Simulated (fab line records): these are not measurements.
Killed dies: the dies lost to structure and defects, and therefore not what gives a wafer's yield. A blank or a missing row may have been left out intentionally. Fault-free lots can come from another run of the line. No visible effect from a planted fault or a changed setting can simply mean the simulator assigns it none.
Matching of chambers -- flow sky130 -- SKY_LI_CONTACT_CMP_02 on cmp-01: 4 sister chambers
The step polishes PSG. 14 wafers are shown with their chamber, then 6 later ones without.

WAFERS, EACH WITH ITS CHAMBER
wafer,chamber,motorCurrentA (A),timeToEndpointS (s),edgeZonePressureFrac
L182.2,3,13.8,34.2,1.003
L182.4,2,11.4,32.8,1.005
L182.5,3,13.2,34.4,0.996
L183.1,0,11.3,28.3,1.005
L183.2,2,11.7,29.8,0.999
L183.3,1,11.1,29.5,1.005
L184.1,1,10.2,31.1,1.012
L184.2,0,11.3,32.2,0.993
L184.6,0,11.3,29.3,0.995
L185.1,2,10.9,33.8,0.999
L185.4,0,11.3,31.4,0.997
L185.6,3,14.1,33.1,0.999
L187.1,2,11.5,38.1,1.003
L187.5,2,11.7,37.0,1.000

SIGNATURES (means of the wafers above)
reading,chamber 0,chamber 1,chamber 2,chamber 3,scatter within a chamber
motorCurrentA,11.300,10.650,11.440,13.700,0.355
timeToEndpointS,30.300,30.300,34.300,33.900,2.38
edgeZonePressureFrac,0.99750,1.00850,1.00120,0.99933,0.00401
Rule: distance of a wafer from a chamber = root of the sum over the readings of ((wafer's reading minus chamber's mean) / reading's scatter) squared. If the next closest chamber is less than 2 further off than the closest, the wafer can't be placed; otherwise it belongs to the closest. How the scatter is found: for the shown wafers, subtract from each reading the mean of its chamber, square and add these, divide the total by (wafers less chambers), then take the root.

WAFERS WITHOUT THEIR CHAMBER
wafer,motorCurrentA (A),timeToEndpointS (s),edgeZonePressureFrac
L187.6,10.4,37.7,1.006
L194.1,11.0,30.7,0.999
L194.6,10.6,32.0,0.994
L200.1,11.1,34.0,0.997
L200.4,13.9,31.9,0.996
L200.5,11.2,32.1,0.990

EACH ONE'S CHAMBER
wafer,from the rows above,in truth
L187.6,can't be placed: 1 or 2 or 0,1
L194.1,can't be placed: 0 or 2 or 1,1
L194.6,can't be placed: 0 or 2 or 1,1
L200.1,can't be placed: 2 or 0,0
L200.4,3,3
L200.5,can't be placed: 0 or 2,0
Placed correctly: 1 of 6. Can't be placed from these rows: 5 (the true chamber is among the candidates in 5). Placed wrongly: 0.
